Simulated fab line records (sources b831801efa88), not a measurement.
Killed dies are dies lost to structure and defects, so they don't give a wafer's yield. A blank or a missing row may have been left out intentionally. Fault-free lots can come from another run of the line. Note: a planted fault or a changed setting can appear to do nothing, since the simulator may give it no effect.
Which tool is to blame?    flow gf180mcu    7 lots (21 wafers sampled), 1 step of a 602-step route

== WHAT THE GAUGES READ, wafer by wafer ==
GF_STI_BOW_MEAS_00.
lot   measured     on             INCOMING_BOW (um)
L945  day 1 20:00  film-metro-01  12 6 3
L948  day 2 11:02  film-metro-01  -7 2 3
L950  day 2 21:00  film-metro-03  -1 -10 8
L958  day 4 13:01  film-metro-04  2 -5 -13
L961  day 5 04:01  film-metro-03  1 0 -17
L964  day 5 19:01  film-metro-04  3 -3 6
L966  day 6 05:00  film-metro-03  8 -10 -2

== EACH LOT AND THE TOOL THAT RAN IT (in order: tool; ch and the chambers of the sampled wafers; start) ==
The record shows no process step preceding these readings.

== THE ANSWER, worked out from the rows above alone ==
Rule: what is usual is taken from the lots themselves. The widest of any qualifying gaps counts: lots, ordered by their means at a reading, are off when they make up no more than a third of the lots, leave a main group of 4 or more, and stand apart from it by 3 or more times the standard deviation of that group's means. A main group whose means are all the same, to the digits that the tables above print for the reading, isn't used. A lot without any number at a reading at which 4 lots or more have one is off too. Where the step has rows for the other lots, those lots are counted as sound.
None of the lots is off at any reading shown; this tells nothing.

== WHAT THE SIMULATOR PUT IN ==
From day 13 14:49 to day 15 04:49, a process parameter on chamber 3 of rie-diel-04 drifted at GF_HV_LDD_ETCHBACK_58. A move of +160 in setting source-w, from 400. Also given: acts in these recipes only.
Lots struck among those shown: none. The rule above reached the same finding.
